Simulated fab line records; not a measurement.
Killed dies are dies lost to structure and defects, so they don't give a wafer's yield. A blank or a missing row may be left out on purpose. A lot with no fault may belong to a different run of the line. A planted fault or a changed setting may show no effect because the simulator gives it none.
Lot-split experiment -- flow sfqLine -- route with 325 steps; 5 lots, 23 wafers read

ON THE SPLIT
At SFQ_TRILAYER_JJ_TRILAYER_DEP_SPUTTER_112 (material Nb, target thk 170 nm, time 113.3 s), the setting powerW was moved away from the recipe's 2000 W on 8 of the 23 wafers read, by -10.9% to +10.5%. This setting was run at the recipe's value on the other wafers.

No step appears in the file between the split and the reading.

THE READING
JJ_NB_RS, in ohm/sq, at SFQ_JJ_RS_MEAS_929 (measures by four-point-probe). Typical for fault-free wafers on this fab line: 1.047 ohm/sq, with standard deviation 0.011 ohm/sq.

wafer,"tool, chamber at the split","powerW as run, W",against the recipe,"JJ_NB_RS, ohm/sq",against lot-mates on the recipe
L074.1,"pvdSputter-03, -",2000,recipe,1.031,-
L074.2,"pvdSputter-03, -",1783,-10.9%,1.176,+0.143
L074.3,"pvdSputter-03, -",1783,-10.9%,1.177,+0.144
L074.4,"pvdSputter-03, -",2000,recipe,1.022,-
L074.5,"pvdSputter-03, -",2000,recipe,1.047,-
L077.1,"pvdSputter-04, -",2000,recipe,1.045,-
L077.4,"pvdSputter-04, -",2000,recipe,1.040,-
L077.5,"pvdSputter-04, -",2000,recipe,1.052,-
L082.1,"pvdSputter-04, -",2000,recipe,1.048,-
L082.2,"pvdSputter-04, -",2000,recipe,1.035,-
L082.3,"pvdSputter-04, -",2000,recipe,1.043,-
L082.4,"pvdSputter-04, -",2000,recipe,1.038,-
L082.5,"pvdSputter-04, -",2000,recipe,1.034,-
L084.1,"pvdSputter-04, -",2000,recipe,1.041,-
L084.3,"pvdSputter-04, -",2211,+10.5%,0.941,-0.100
L084.4,"pvdSputter-04, -",2211,+10.5%,0.941,-0.100
L084.5,"pvdSputter-04, -",2000,recipe,1.041,-
L084.6,"pvdSputter-04, -",2211,+10.5%,0.937,-0.104
L085.1,"pvdSputter-06, -",1858,-7.1%,1.104,+0.078
L085.2,"pvdSputter-06, -",1858,-7.1%,1.110,+0.084
L085.3,"pvdSputter-06, -",2000,recipe,1.025,-
L085.4,"pvdSputter-06, -",1858,-7.1%,1.117,+0.091
L085.6,"pvdSputter-06, -",2000,recipe,1.028,-

THE FIT
A straight line over all 23 wafers: JJ_NB_RS changes by -0.0106 ohm/sq for each +1% of powerW; r = -0.98; the points scatter about the line by 0.011 ohm/sq.
The same after taking each lot's own level away (the mean of its wafers on the recipe; 23 wafers): -0.0112 ohm/sq for each +1%; r = -0.99; scatter 0.0097 ohm/sq.
The reading moves by 0.12 ohm/sq for the largest change in powerW, on that fit.
Measured against the standard deviation above, the lots' own levels, which go from 1.0265 to 1.0457 ohm/sq, span 1.7 times it.
The two slopes agree, so the slope changes little with the lot-to-lot level.
Check: for one of the wafers moved furthest among these (-10.9%), held out of the fit, the line's prediction against its lot-mates is +0.122 ohm/sq. It came out at +0.143 ohm/sq against them.

FURTHER SPLITS ON THESE WAFERS
These wafers also went through other splits before the reading. Each is held against what the fit with the lots' levels taken away leaves over:
other split on the same wafers,wafers away from the commonest value,r with JJ_NB_RS (lot level and that fit taken away)
SFQ_TRILAYER_I4_VIA_LITHO_EXPOSE_104 doseMj,6,+0.26
SFQ_TRILAYER_JJ_TRILAYER_DEP_SPUTTER_110 timeS,7,+0.10

THE WHOLE CHAIN: every reading that the file lists as answering this split, in the file's order
step,what it does,reading,change (the file's fit),r (the file's)
SFQ_TRILAYER_JJ_TRILAYER_DEP_SPUTTER_112,"material Nb, target thk 170 nm, time 113.3 s","Nb_of_TRILAYER_JJ_TRILAYER_DEP_SPUTTER_112.thkNm (the simulator's own value, which no gauge read)",+1.83 nm for each +1% of the setting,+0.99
SFQ_JJ_RS_MEAS_929,measures by four-point-probe,JJ_NB_RS,-0.0115 for each +1% of the setting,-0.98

THE FILE'S OWN FIT
JJ_NB_RS changes by -0.0115 ohm/sq for each +1% of powerW, r = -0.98.
